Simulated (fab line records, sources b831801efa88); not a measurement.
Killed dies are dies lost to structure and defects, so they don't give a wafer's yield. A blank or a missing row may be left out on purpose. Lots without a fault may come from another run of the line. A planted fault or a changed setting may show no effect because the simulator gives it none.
Which tool did it? | flow sky130 | 6 lots, 18 wafers sampled, at 2 steps of a route of 708

WHAT THE GAUGES READ, wafer by wafer
SKY_METAL3_CD_MEAS_13: target cd 300 nm.
lot  | measured     | on        | cd_nm (nm)
L934 | day 38 08:07 | cd_sem-02 | 299.0 298.3 298.0
L938 | day 40 10:03 | cd_sem-01 | 294.6 296.6 295.7
L942 | day 41 18:07 | cd_sem-01 | 300.3 301.8 302.5
L943 | day 41 20:49 | cd_sem-01 | 298.5 299.2 299.3
L952 | day 43 21:47 | cd_sem-01 | 299.8 298.8 300.3
L956 | day 44 21:47 | cd_sem-01 | 301.8 299.7 300.6

WHICH TOOL RAN EACH LOT (tool, then ch and the chambers of the sampled wafers, then the start)
lot  | SKY_CAPM_STRIP_14
L934 | plasma_asher-02 ch 0,1, day 37 03:50
L938 | plasma_asher-02 ch 0,1, day 39 09:56
L942 | plasma_asher-04 ch 0,1, day 40 17:04
L943 | plasma_asher-02 ch 0,1, day 40 20:48
L952 | plasma_asher-04 ch 0,1, day 42 22:21
L956 | plasma_asher-01 ch 0,1, day 43 20:58
- SKY_CAPM_STRIP_14: strips in O2/N2.

THE ANSWER, worked out from the rows above alone
Rule: what is usual is taken from the lots themselves. Put in order of their means at a reading, lots are off if they are a third of the lots or fewer, leave a main group of 4 or more, and stand apart from it by a gap of 3 or more times the standard deviation of the main group's means; of several such gaps the widest counts. A main group whose means are all the same, to the digits that the tables above print for the reading, isn't used. A lot without any number at a reading at which 4 lots or more have one is off too. The other lots that the step has rows for count as sound.
No lot is off at any reading shown: from this, nothing can be told.

WHAT THE SIMULATOR HAD PUT IN
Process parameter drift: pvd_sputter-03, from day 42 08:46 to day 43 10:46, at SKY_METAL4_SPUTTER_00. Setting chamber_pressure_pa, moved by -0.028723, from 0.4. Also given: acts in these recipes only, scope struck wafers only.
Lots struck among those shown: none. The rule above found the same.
